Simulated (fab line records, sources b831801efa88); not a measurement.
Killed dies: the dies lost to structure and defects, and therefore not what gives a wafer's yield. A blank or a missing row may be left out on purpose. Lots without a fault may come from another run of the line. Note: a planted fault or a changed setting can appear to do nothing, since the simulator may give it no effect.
fab line records || flow sky130
[record] {"lots": 14, "wafers": 42, "lastDay": 50}
route steps=708 shown LDD_N@251
lots that met no fault: taken from a fault-free run of the same line
startH: hours from the record's first day to the start of the lot's first wafer shown || waitH: hours from the lot's prior step to this one || " identical to the entry in the row above || L1.1+2: several wafers, shown together as one row || - value missing, or start not given || * or withheld: withheld || < > ~ a bound
route shown NAME@n: NAME is a module with steps in the file, n the number in the route of the first one || usual: mean and standard deviation over wafers with no fault || same: alike in all rows || chamber/n: place in a boat || sites: each site's reading || _std_site: standard deviation across them || _edge_site: outer sites' mean less inner sites' || radiusMm: for every site, how far away it sits from the centre of the wafer || mask NAME#n: copy n || behind: the tool/chamber that last shaped the wafer || hold: what put the lot on hold/how long, in hours/how the hold closed || device: names the non-switching transistor (n, p or np) || end of line: tests of these same wafers at the route's end || for a step that has no rows: nothing shown but its recipe || killed: count of dies lost to structure and defects at first sort (not the wafer's yield) || map: shows each die of a wafer: x if killed, . if not, _ if none is there
set.NAME: the setting the step ran with; set.NAME@STEP: the setting that earlier step ran with || model.NAME: the simulator's own value behind a step, which no gauge read
steps of the route over a sample of lots; a table a step, a row a wafer
services: a tool's chamber out of use, with start hour (startH, from the record's first day; less than 0 if before it), hours out, and reason
[[steps]]
[step SKY_LDD_N_IMPLANT_14]
[recipe] {"species": "BF2", "energyKev": 50, "doseCm2": 5e+12, "tiltDeg": 30, "rotationDeg": 180}
[usual] {"doseIonsCm2": "4.999e+12/5.7e+09", "faradayCurrentUA": "28.2/0.57"}
{"lot.wafer": "L185.1", "tool": "implanter-04", "chamber": 0, "startH": 407.98, "waitH": 0.1, "doseIonsCm2": 4.996e+12, "faradayCurrentUA": 27.1}
{"lot.wafer": "L185.4", "tool": "implanter-04", "chamber": 0, "startH": 407.98, "waitH": 0.1, "doseIonsCm2": 4.988e+12, "faradayCurrentUA": 26.9}
{"lot.wafer": "L185.6", "tool": "implanter-04", "chamber": 0, "startH": 407.98, "waitH": 0.1, "doseIonsCm2": 4.989e+12, "faradayCurrentUA": 29.1}
{"lot.wafer": "L188.3", "tool": "implanter-03", "chamber": 0, "startH": 441.23, "waitH": 0.1, "doseIonsCm2": 4.992e+12, "faradayCurrentUA": 28.6}
{"lot.wafer": "L188.4", "tool": "implanter-03", "chamber": 0, "startH": 441.23, "waitH": 0.1, "doseIonsCm2": 4.997e+12, "faradayCurrentUA": 27.6}
{"lot.wafer": "L188.6", "tool": "implanter-03", "chamber": 0, "startH": 441.23, "waitH": 0.1, "doseIonsCm2": 4.991e+12, "faradayCurrentUA": 29.0}
{"lot.wafer": "L189.2", "tool": "implanter-03", "chamber": 0, "startH": 451.09, "waitH": 0.1, "doseIonsCm2": 5.001e+12, "faradayCurrentUA": 29.1}
{"lot.wafer": "L189.3", "tool": "implanter-03", "chamber": 0, "startH": 451.09, "waitH": 0.1, "doseIonsCm2": 5.003e+12, "faradayCurrentUA": 27.4}
{"lot.wafer": "L189.4", "tool": "implanter-03", "chamber": 0, "startH": 451.09, "waitH": 0.1, "doseIonsCm2": 4.999e+12, "faradayCurrentUA": 28.0}
{"lot.wafer": "L190.2", "tool": "implanter-01", "chamber": 0, "startH": 464.24, "waitH": 0.1, "doseIonsCm2": 4.999e+12, "faradayCurrentUA": 29.3}
{"lot.wafer": "L190.4", "tool": "implanter-01", "chamber": 0, "startH": 464.24, "waitH": 0.1, "doseIonsCm2": 4.996e+12, "faradayCurrentUA": 28.6}
{"lot.wafer": "L190.6", "tool": "implanter-01", "chamber": 0, "startH": 464.24, "waitH": 0.1, "doseIonsCm2": 5.006e+12, "faradayCurrentUA": 28.4}
{"lot.wafer": "L193.1", "tool": "implanter-01", "chamber": 0, "startH": 486.47, "waitH": 0.1, "doseIonsCm2": 5.002e+12, "faradayCurrentUA": 27.6}
{"lot.wafer": "L193.3", "tool": "implanter-01", "chamber": 0, "startH": 486.47, "waitH": 0.1, "doseIonsCm2": 5.003e+12, "faradayCurrentUA": 27.6}
{"lot.wafer": "L193.5", "tool": "implanter-01", "chamber": 0, "startH": 486.47, "waitH": 0.1, "doseIonsCm2": 4.995e+12, "faradayCurrentUA": 28.2}
{"lot.wafer": "L194.2", "tool": "implanter-03", "chamber": 0, "startH": 491.04, "waitH": 0.1, "doseIonsCm2": 5.001e+12, "faradayCurrentUA": 29.1}
{"lot.wafer": "L194.3", "tool": "implanter-03", "chamber": 0, "startH": 491.04, "waitH": 0.1, "doseIonsCm2": 5.002e+12, "faradayCurrentUA": 28.2}
{"lot.wafer": "L194.4", "tool": "implanter-03", "chamber": 0, "startH": 491.04, "waitH": 0.1, "doseIonsCm2": 4.994e+12, "faradayCurrentUA": 28.4}
{"lot.wafer": "L195.2", "tool": "implanter-03", "chamber": 0, "startH": 501.41, "waitH": 0.1, "doseIonsCm2": 3.6716e+13, "faradayCurrentUA": 206.4}
{"lot.wafer": "L195.3", "tool": "implanter-03", "chamber": 0, "startH": 501.41, "waitH": 0.1, "doseIonsCm2": 3.6724e+13, "faradayCurrentUA": 210.8}
{"lot.wafer": "L195.6", "tool": "implanter-03", "chamber": 0, "startH": 501.41, "waitH": 0.1, "doseIonsCm2": 3.672e+13, "faradayCurrentUA": 214.2}
{"lot.wafer": "L196.1", "tool": "implanter-01", "chamber": 0, "startH": 513.38, "waitH": 0.1, "doseIonsCm2": 5.002e+12, "faradayCurrentUA": 28.2}
{"lot.wafer": "L196.2", "tool": "implanter-01", "chamber": 0, "startH": 513.38, "waitH": 0.1, "doseIonsCm2": 4.996e+12, "faradayCurrentUA": 28.2}
{"lot.wafer": "L196.4", "tool": "implanter-01", "chamber": 0, "startH": 513.38, "waitH": 0.1, "doseIonsCm2": 5.003e+12, "faradayCurrentUA": 28.5}
{"lot.wafer": "L197.2", "tool": "implanter-03", "chamber": 0, "startH": 526.71, "waitH": 0.1, "doseIonsCm2": 3.6732e+13, "faradayCurrentUA": 206.2}
{"lot.wafer": "L197.5", "tool": "implanter-03", "chamber": 0, "startH": 526.71, "waitH": 0.1, "doseIonsCm2": 3.6728e+13, "faradayCurrentUA": 203.2}
{"lot.wafer": "L197.6", "tool": "implanter-03", "chamber": 0, "startH": 526.71, "waitH": 0.1, "doseIonsCm2": 3.6734e+13, "faradayCurrentUA": 213.8}
{"lot.wafer": "L203.1", "tool": "implanter-01", "chamber": 0, "startH": 572.62, "waitH": 0.1, "doseIonsCm2": 4.994e+12, "faradayCurrentUA": 28.3}
{"lot.wafer": "L203.4", "tool": "implanter-01", "chamber": 0, "startH": 572.62, "waitH": 0.1, "doseIonsCm2": 4.996e+12, "faradayCurrentUA": 28.5}
{"lot.wafer": "L203.5", "tool": "implanter-01", "chamber": 0, "startH": 572.62, "waitH": 0.1, "doseIonsCm2": 5.009e+12, "faradayCurrentUA": 28.6}
{"lot.wafer": "L204.1", "tool": "implanter-04", "chamber": 0, "startH": 583.51, "waitH": 0.1, "doseIonsCm2": 5.005e+12, "faradayCurrentUA": 29.1}
{"lot.wafer": "L204.2", "tool": "implanter-04", "chamber": 0, "startH": 583.51, "waitH": 0.1, "doseIonsCm2": 4.997e+12, "faradayCurrentUA": 27.3}
{"lot.wafer": "L204.3", "tool": "implanter-04", "chamber": 0, "startH": 583.51, "waitH": 0.1, "doseIonsCm2": 4.996e+12, "faradayCurrentUA": 28.8}
{"lot.wafer": "L205.4", "tool": "implanter-03", "chamber": 0, "startH": 591.25, "waitH": 0.1, "doseIonsCm2": 4.991e+12, "faradayCurrentUA": 27.6}
{"lot.wafer": "L205.5", "tool": "implanter-03", "chamber": 0, "startH": 591.25, "waitH": 0.1, "doseIonsCm2": 4.994e+12, "faradayCurrentUA": 26.9}
{"lot.wafer": "L205.6", "tool": "implanter-03", "chamber": 0, "startH": 591.25, "waitH": 0.1, "doseIonsCm2": 4.996e+12, "faradayCurrentUA": 27.9}
{"lot.wafer": "L206.3", "tool": "implanter-03", "chamber": 0, "startH": 593.52, "waitH": 0.1, "doseIonsCm2": 5.006e+12, "faradayCurrentUA": 27.9}
{"lot.wafer": "L206.4", "tool": "implanter-03", "chamber": 0, "startH": 593.52, "waitH": 0.1, "doseIonsCm2": 4.997e+12, "faradayCurrentUA": 27.8}
{"lot.wafer": "L206.5", "tool": "implanter-03", "chamber": 0, "startH": 593.52, "waitH": 0.1, "doseIonsCm2": 5.003e+12, "faradayCurrentUA": 28.4}
{"lot.wafer": "L207.1", "tool": "implanter-04", "chamber": 0, "startH": 604.81, "waitH": 0.1, "doseIonsCm2": 5e+12, "faradayCurrentUA": 27.8}
{"lot.wafer": "L207.2", "tool": "implanter-04", "chamber": 0, "startH": 604.81, "waitH": 0.1, "doseIonsCm2": 4.994e+12, "faradayCurrentUA": 29.4}
{"lot.wafer": "L207.6", "tool": "implanter-04", "chamber": 0, "startH": 604.81, "waitH": 0.1, "doseIonsCm2": 4.996e+12, "faradayCurrentUA": 28.8}
[step SKY_LDD_N_STRIP_16]
[recipe] {"chemistry": "O2/N2", "powerW": 1400, "pressureMtorr": 1500, "platenTempC": "withheld", "o2FlowSccm": 3000, "n2FlowSccm": 300, "overashFraction": 0.5}
[usual] {"drypumpMotorCurrentA": "5.8/0.51", "o2FlowSccm": "3001/7.7", "oesProductAu": "0.407/0.0046", "stripTimeToEndpointS": "4.315/0.015"}
[same] {"overashFraction": 0.5}
{"lot.wafer": "L185.1", "tool": "plasmaAsher-03", "chamber": 1, "startH": 408.28, "waitH": 0.1, "drypumpMotorCurrentA": 5.9, "o2FlowSccm": 2996, "oesProductAu": 0.409, "rfHoursCounterH": 74, "stripTimeToEndpointS": 4.305}
{"lot.wafer": "L185.4", "tool": "plasmaAsher-03", "chamber": 1, "startH": 408.28, "waitH": 0.1, "drypumpMotorCurrentA": 5.9, "o2FlowSccm": 3000, "oesProductAu": 0.405, "rfHoursCounterH": "-", "stripTimeToEndpointS": 4.297}
{"lot.wafer": "L185.6", "tool": "plasmaAsher-03", "chamber": 0, "startH": 408.28, "waitH": 0.1, "drypumpMotorCurrentA": 5.7, "o2FlowSccm": 3004, "oesProductAu": 0.407, "rfHoursCounterH": "-", "stripTimeToEndpointS": 4.315}
{"lot.wafer": "L188.3", "tool": "plasmaAsher-03", "chamber": 1, "startH": 441.51, "waitH": 0.1, "drypumpMotorCurrentA": 5.9, "o2FlowSccm": 3012, "oesProductAu": 0.413, "rfHoursCounterH": "-", "stripTimeToEndpointS": 4.307}
{"lot.wafer": "L188.4", "tool": "plasmaAsher-03", "chamber": 0, "startH": 441.51, "waitH": 0.1, "drypumpMotorCurrentA": 5.7, "o2FlowSccm": 2992, "oesProductAu": 0.410, "rfHoursCounterH": "-", "stripTimeToEndpointS": 4.325}
{"lot.wafer": "L188.6", "tool": "plasmaAsher-03", "chamber": 0, "startH": 441.51, "waitH": 0.1, "drypumpMotorCurrentA": 5.7, "o2FlowSccm": 3006, "oesProductAu": 0.409, "rfHoursCounterH": "-", "stripTimeToEndpointS": 4.319}
{"lot.wafer": "L189.2", "tool": "plasmaAsher-02", "chamber": 1, "startH": 451.36, "waitH": 0.1, "drypumpMotorCurrentA": 5.0, "o2FlowSccm": 3004, "oesProductAu": 0.405, "rfHoursCounterH": 76, "stripTimeToEndpointS": 4.309}
{"lot.wafer": "L189.3", "tool": "plasmaAsher-02", "chamber": 0, "startH": 451.36, "waitH": 0.1, "drypumpMotorCurrentA": 6.4, "o2FlowSccm": 3013, "oesProductAu": 0.407, "rfHoursCounterH": "-", "stripTimeToEndpointS": 4.293}
{"lot.wafer": "L189.4", "tool": "plasmaAsher-02", "chamber": 1, "startH": 451.36, "waitH": 0.1, "drypumpMotorCurrentA": 5.1, "o2FlowSccm": 2999, "oesProductAu": 0.406, "rfHoursCounterH": "-", "stripTimeToEndpointS": 4.303}
{"lot.wafer": "L190.2", "tool": "plasmaAsher-03", "chamber": 0, "startH": 464.51, "waitH": 0.1, "drypumpMotorCurrentA": 5.7, "o2FlowSccm": 2976, "oesProductAu": 0.408, "rfHoursCounterH": 3, "stripTimeToEndpointS": 4.313}
{"lot.wafer": "L190.4", "tool": "plasmaAsher-03", "chamber": 0, "startH": 464.51, "waitH": 0.1, "drypumpMotorCurrentA": 5.7, "o2FlowSccm": 3009, "oesProductAu": 0.410, "rfHoursCounterH": "-", "stripTimeToEndpointS": 4.323}
{"lot.wafer": "L190.6", "tool": "plasmaAsher-03", "chamber": 1, "startH": 464.51, "waitH": 0.1, "drypumpMotorCurrentA": 5.9, "o2FlowSccm": 2994, "oesProductAu": 0.408, "rfHoursCounterH": "-", "stripTimeToEndpointS": 4.338}
{"lot.wafer": "L193.1", "tool": "plasmaAsher-01", "chamber": 1, "startH": 486.77, "waitH": 0.1, "drypumpMotorCurrentA": 6.0, "o2FlowSccm": 3008, "oesProductAu": 0.410, "rfHoursCounterH": 67, "stripTimeToEndpointS": 4.316}
{"lot.wafer": "L193.3", "tool": "plasmaAsher-01", "chamber": 1, "startH": 486.77, "waitH": 0.1, "drypumpMotorCurrentA": 6.0, "o2FlowSccm": 3003, "oesProductAu": 0.415, "rfHoursCounterH": "-", "stripTimeToEndpointS": 4.311}
{"lot.wafer": "L193.5", "tool": "plasmaAsher-01", "chamber": 0, "startH": 486.77, "waitH": 0.1, "drypumpMotorCurrentA": 6.1, "o2FlowSccm": 3010, "oesProductAu": 0.408, "rfHoursCounterH": "-", "stripTimeToEndpointS": 4.331}
{"lot.wafer": "L194.2", "tool": "plasmaAsher-02", "chamber": 1, "startH": 491.31, "waitH": 0.1, "drypumpMotorCurrentA": 5.1, "o2FlowSccm": 3009, "oesProductAu": 0.401, "rfHoursCounterH": 80, "stripTimeToEndpointS": 4.306}
{"lot.wafer": "L194.3", "tool": "plasmaAsher-02", "chamber": 1, "startH": 491.31, "waitH": 0.1, "drypumpMotorCurrentA": 5.1, "o2FlowSccm": 3014, "oesProductAu": 0.413, "rfHoursCounterH": "-", "stripTimeToEndpointS": 4.325}
{"lot.wafer": "L194.4", "tool": "plasmaAsher-02", "chamber": 0, "startH": 491.31, "waitH": 0.1, "drypumpMotorCurrentA": 6.4, "o2FlowSccm": 3005, "oesProductAu": 0.402, "rfHoursCounterH": "-", "stripTimeToEndpointS": 4.296}
{"lot.wafer": "L195.2", "tool": "plasmaAsher-01", "chamber": 1, "startH": 501.68, "waitH": 0.1, "drypumpMotorCurrentA": 5.9, "o2FlowSccm": 3011, "oesProductAu": 0.403, "rfHoursCounterH": 69, "stripTimeToEndpointS": 4.415}
{"lot.wafer": "L195.3", "tool": "plasmaAsher-01", "chamber": 0, "startH": 501.68, "waitH": 0.1, "drypumpMotorCurrentA": 6.1, "o2FlowSccm": 2999, "oesProductAu": 0.410, "rfHoursCounterH": "-", "stripTimeToEndpointS": 4.420}
{"lot.wafer": "L195.6", "tool": "plasmaAsher-01", "chamber": 0, "startH": 501.68, "waitH": 0.1, "drypumpMotorCurrentA": 6.2, "o2FlowSccm": 2998, "oesProductAu": 0.410, "rfHoursCounterH": "-", "stripTimeToEndpointS": 4.405}
{"lot.wafer": "L196.1", "tool": "plasmaAsher-02", "chamber": 0, "startH": 513.68, "waitH": 0.1, "drypumpMotorCurrentA": 6.4, "o2FlowSccm": 2992, "oesProductAu": 0.405, "rfHoursCounterH": 83, "stripTimeToEndpointS": 4.318}
{"lot.wafer": "L196.2", "tool": "plasmaAsher-02", "chamber": 1, "startH": 513.68, "waitH": 0.1, "drypumpMotorCurrentA": 5.0, "o2FlowSccm": 3004, "oesProductAu": 0.407, "rfHoursCounterH": 83, "stripTimeToEndpointS": 4.301}
{"lot.wafer": "L196.4", "tool": "plasmaAsher-02", "chamber": 1, "startH": 513.68, "waitH": 0.1, "drypumpMotorCurrentA": 5.0, "o2FlowSccm": 3013, "oesProductAu": 0.400, "rfHoursCounterH": "-", "stripTimeToEndpointS": 4.319}
{"lot.wafer": "L197.2", "tool": "plasmaAsher-02", "chamber": 0, "startH": 526.98, "waitH": 0.1, "drypumpMotorCurrentA": 6.5, "o2FlowSccm": 3000, "oesProductAu": 0.410, "rfHoursCounterH": 84, "stripTimeToEndpointS": 4.373}
{"lot.wafer": "L197.5", "tool": "plasmaAsher-02", "chamber": 1, "startH": 526.98, "waitH": 0.1, "drypumpMotorCurrentA": 5.0, "o2FlowSccm": 2996, "oesProductAu": 0.402, "rfHoursCounterH": "-", "stripTimeToEndpointS": 4.391}
{"lot.wafer": "L197.6", "tool": "plasmaAsher-02", "chamber": 0, "startH": 526.98, "waitH": 0.1, "drypumpMotorCurrentA": 6.4, "o2FlowSccm": 2999, "oesProductAu": 0.407, "rfHoursCounterH": "-", "stripTimeToEndpointS": 4.381}
{"lot.wafer": "L203.1", "tool": "plasmaAsher-02", "chamber": 0, "startH": 572.92, "waitH": 0.1, "drypumpMotorCurrentA": 6.4, "o2FlowSccm": 2994, "oesProductAu": 0.415, "rfHoursCounterH": 89, "stripTimeToEndpointS": 4.340}
{"lot.wafer": "L203.4", "tool": "plasmaAsher-02", "chamber": 1, "startH": 572.92, "waitH": 0.1, "drypumpMotorCurrentA": 5.0, "o2FlowSccm": 2990, "oesProductAu": 0.404, "rfHoursCounterH": "-", "stripTimeToEndpointS": 4.319}
{"lot.wafer": "L203.5", "tool": "plasmaAsher-02", "chamber": 1, "startH": 572.92, "waitH": 0.1, "drypumpMotorCurrentA": 5.0, "o2FlowSccm": 3004, "oesProductAu": 0.407, "rfHoursCounterH": "-", "stripTimeToEndpointS": 4.310}
{"lot.wafer": "L204.1", "tool": "plasmaAsher-01", "chamber": 0, "startH": 583.81, "waitH": 0.1, "drypumpMotorCurrentA": 6.1, "o2FlowSccm": 3007, "oesProductAu": 0.402, "rfHoursCounterH": 77, "stripTimeToEndpointS": 4.339}
{"lot.wafer": "L204.2", "tool": "plasmaAsher-01", "chamber": 1, "startH": 583.81, "waitH": 0.1, "drypumpMotorCurrentA": 5.9, "o2FlowSccm": 3002, "oesProductAu": 0.413, "rfHoursCounterH": 77, "stripTimeToEndpointS": 4.316}
{"lot.wafer": "L204.3", "tool": "plasmaAsher-01", "chamber": 1, "startH": 583.81, "waitH": 0.1, "drypumpMotorCurrentA": 5.9, "o2FlowSccm": 3004, "oesProductAu": 0.402, "rfHoursCounterH": "-", "stripTimeToEndpointS": 4.318}
{"lot.wafer": "L205.4", "tool": "plasmaAsher-02", "chamber": 1, "startH": 591.51, "waitH": 0.1, "drypumpMotorCurrentA": 5.1, "o2FlowSccm": 2998, "oesProductAu": 0.406, "rfHoursCounterH": "-", "stripTimeToEndpointS": 4.310}
{"lot.wafer": "L205.5", "tool": "plasmaAsher-02", "chamber": 1, "startH": 591.51, "waitH": 0.1, "drypumpMotorCurrentA": 5.1, "o2FlowSccm": 3005, "oesProductAu": 0.400, "rfHoursCounterH": "-", "stripTimeToEndpointS": 4.332}
{"lot.wafer": "L205.6", "tool": "plasmaAsher-02", "chamber": 0, "startH": 591.51, "waitH": 0.1, "drypumpMotorCurrentA": 6.4, "o2FlowSccm": 2999, "oesProductAu": 0.409, "rfHoursCounterH": "-", "stripTimeToEndpointS": 4.334}
{"lot.wafer": "L206.3", "tool": "plasmaAsher-02", "chamber": 1, "startH": 593.81, "waitH": 0.1, "drypumpMotorCurrentA": 5.0, "o2FlowSccm": 3009, "oesProductAu": 0.415, "rfHoursCounterH": "-", "stripTimeToEndpointS": 4.335}
{"lot.wafer": "L206.4", "tool": "plasmaAsher-02", "chamber": 0, "startH": 593.81, "waitH": 0.1, "drypumpMotorCurrentA": 6.4, "o2FlowSccm": 3004, "oesProductAu": 0.414, "rfHoursCounterH": "-", "stripTimeToEndpointS": 4.321}
{"lot.wafer": "L206.5", "tool": "plasmaAsher-02", "chamber": 1, "startH": 593.81, "waitH": 0.1, "drypumpMotorCurrentA": 5.0, "o2FlowSccm": 2986, "oesProductAu": 0.409, "rfHoursCounterH": "-", "stripTimeToEndpointS": 4.306}
{"lot.wafer": "L207.1", "tool": "plasmaAsher-01", "chamber": 0, "startH": 605.11, "waitH": 0.1, "drypumpMotorCurrentA": 6.2, "o2FlowSccm": 2997, "oesProductAu": 0.407, "rfHoursCounterH": 79, "stripTimeToEndpointS": 4.312}
{"lot.wafer": "L207.2", "tool": "plasmaAsher-01", "chamber": 1, "startH": 605.11, "waitH": 0.1, "drypumpMotorCurrentA": 6.0, "o2FlowSccm": 3010, "oesProductAu": 0.408, "rfHoursCounterH": 79, "stripTimeToEndpointS": 4.324}
{"lot.wafer": "L207.6", "tool": "plasmaAsher-01", "chamber": 1, "startH": 605.11, "waitH": 0.1, "drypumpMotorCurrentA": 5.9, "o2FlowSccm": 3015, "oesProductAu": 0.404, "rfHoursCounterH": "-", "stripTimeToEndpointS": 4.309}
[[services]]
{"tool": "implanter-04", "chamber": "-", "startH": 389.16, "hours": 2.5, "kind": "repair"}
{"tool": "implanter-03", "chamber": "-", "startH": 392.23, "hours": 3.2, "kind": "repair"}
{"tool": "plasmaAsher-01", "chamber": "-", "startH": 392.50, "hours": 2.5, "kind": "repair"}
{"tool": "implanter-04", "chamber": "-", "startH": 415.41, "hours": 1.3, "kind": "repair"}
{"tool": "plasmaAsher-03", "chamber": "-", "startH": 421.25, "hours": 9.0, "kind": "pm"}
{"tool": "plasmaAsher-03", "chamber": 0, "startH": 421.25, "hours": 9.0, "kind": "ventCycle"}
{"tool": "plasmaAsher-03", "chamber": 1, "startH": 421.25, "hours": 9.0, "kind": "ventCycle"}
{"tool": "plasmaAsher-01", "chamber": "-", "startH": 424.96, "hours": 1.7, "kind": "repair"}
{"tool": "plasmaAsher-03", "chamber": 0, "startH": 430.25, "hours": "-", "kind": "clean"}
{"tool": "plasmaAsher-03", "chamber": 1, "startH": 430.25, "hours": "-", "kind": "clean"}
{"tool": "implanter-01", "chamber": "-", "startH": 479.53, "hours": 5.8, "kind": "repair"}
{"tool": "plasmaAsher-03", "chamber": "-", "startH": 482.90, "hours": 1.2, "kind": "repair"}
{"tool": "implanter-04", "chamber": "-", "startH": 484.73, "hours": 9.6, "kind": "repair"}
{"tool": "plasmaAsher-03", "chamber": "-", "startH": 491.84, "hours": 14.6, "kind": "pm"}
{"tool": "implanter-01", "chamber": "-", "startH": 524.27, "hours": 4.0, "kind": "pm"}
{"tool": "implanter-01", "chamber": "-", "startH": 551.87, "hours": 19.2, "kind": "repair"}
{"tool": "implanter-01", "chamber": "-", "startH": 557.26, "hours": 2.1, "kind": "repair"}
{"tool": "implanter-03", "chamber": "-", "startH": 559.31, "hours": 5.7, "kind": "repair"}
{"tool": "plasmaAsher-01", "chamber": "-", "startH": 567.07, "hours": 2.4, "kind": "repair"}
{"tool": "plasmaAsher-02", "chamber": "-", "startH": 600.68, "hours": 8.6, "kind": "repair"}
[[key]]
[firstSign] {"step": "SKY_LDD_N_IMPLANT_14", "reading": "doseIonsCm2", "direction": "up", "sigmas": "99+", "usual": "*", "struck": "*"}
[effect] {"step": "SKY_LDD_N_IMPLANT_14", "reading": "faradayCurrentUA", "direction": "up", "sigmas": "99+", "usual": 28.2, "struck": 209.1}
[effect] {"step": "SKY_LDD_N_STRIP_16", "reading": "stripTimeToEndpointS", "direction": "up", "sigmas": 5.4, "usual": "*", "struck": "*"}
metAt SKY_LDD_N_IMPLANT_14
struckLots L195,L197
testerLeftOut L195,L197
onsetBetween 491.04 501.41
[fault] {"kind": "processParameterDrift", "tool": "implanter-03", "chamber": "-", "onsetH": 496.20, "steps": "SKY_LDD_N_IMPLANT_14", "channel": "doseCm2", "offset": "*", "shape": "step", "endH": 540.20, "actsIn": "*", "stated": "*"}
// testerLeftOut: of these lots the tester's yield and bins aren't shown, on N5 and GAA mostly nor the transistor test; their killed dies are dies lost to structure and defects alone, not to doping, threshold or leakage, so they don't give the yield
